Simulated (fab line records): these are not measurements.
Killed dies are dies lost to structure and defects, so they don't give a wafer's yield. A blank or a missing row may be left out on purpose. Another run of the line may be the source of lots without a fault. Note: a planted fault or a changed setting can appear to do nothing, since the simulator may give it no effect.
Problem report, 8D (eight disciplines) form, completed by code	flow sky130	the parts of the form that need people (team, actions taken, sign-off) are left out

1. THE PROBLEM
spinSpeedRpm at SKY_PAD_OPEN_COAT_02 reads a mean of 2067.0 rpm on 6 wafers of 2 lots; wafers without a fault read 2000.0 rpm with a standard deviation of 1.6. Measured from the usual mean, that is +42 standard deviations.
The step: resist thk 3000 nm.
The first sign was on wafer L546.3 at day 47 22:20, on lithoTrack-04. The record has a number at this step for 33 wafers belonging to 11 lots. Rule for "out" (also "out of limits"): further than 4 standard deviations from the usual mean. All remaining wafers that have a number are taken as sound.

2. WHAT THIS IS AND IS NOT
question	is	is not
which readings at this step	spinSpeedRpm	-
which lots	L546, L548	L537, L539, L543, L550, L551, L552, L556, L557, L558
which wafers of those lots	all that have a number	-
read on which tools	lithoTrack-04	lithoTrack-01, lithoTrack-03
when	from day 47 22:20	up to then (9 sound wafers); but 18 sound wafers of L550, L551, L552, L556, L557, L558 came after

3. WHAT RULES OUT EACH SUSPECT
Counting: a tool stays on the suspect list if, at a process step up to the reading, it processed all lots that are out and no sound lot following the first of them.
- cmp-01 at SKY_VIA4_CMP_02 (polishes SiO2): ruled out as a lasting fault. The sound lots L550, L551, L552, L557, L558 went through it after L546, its earliest lot that is out (day 44 19:28).
- pecvd-03 at SKY_PASSIVATION_CVD_02 (deposits Si3N4, target thk 540 nm): ruled out as a lasting fault. The sound lots L551, L552 went through it after L546, its earliest lot that is out (day 46 16:45).
- lithoTrack-04 at SKY_PAD_OPEN_COAT_02 (resist thk 3000 nm): kept. All lots that are out passed through it, beginning with L546 at day 47 22:20, and no sound lot followed; its final sound lot before that point was L539 at day 46 04:20. Its own spinSpeedRpm readings are out on those wafers.
After counting, what remains is lithoTrack-04 at SKY_PAD_OPEN_COAT_02.

4. THE CAUSE (what the simulator had put in)
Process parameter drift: lithoTrack-04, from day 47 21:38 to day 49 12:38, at SKY_PAD_OPEN_COAT_02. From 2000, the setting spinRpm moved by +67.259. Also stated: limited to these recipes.
The count eliminated every tool but this one.

5. THE EFFECT CHAIN, in route order
One row per reading whose mean, taken over the struck wafers that have a number, lies over 3 standard deviations from the usual. Only readings whose record carries a usual standard deviation are examined. hours: median over the lots of the time between each lot's start at the first step of this table that gives one and its start at this step. sigmas: the change, counted in usual standard deviations.
hours	step	reading	usual	on struck wafers	change	sigmas
0	SKY_PAD_OPEN_COAT_02	spinSpeedRpm	2000.0 rpm	2067.0	+67.0	+42
10	SKY_PAD_OPEN_STRIP_08	stripTimeToEndpointS	37.07 s	36.45	-0.62	-6.2
It contains these process steps:
- SKY_PAD_OPEN_COAT_02: resist thk 3000 nm.
- SKY_PAD_OPEN_STRIP_08: strips in O2/N2.

6. WHAT WOULD HAVE CAUGHT IT SOONER
In this record the first reading out of limits was taken at day 47 22:20, 1 hour after the fault began at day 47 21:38.
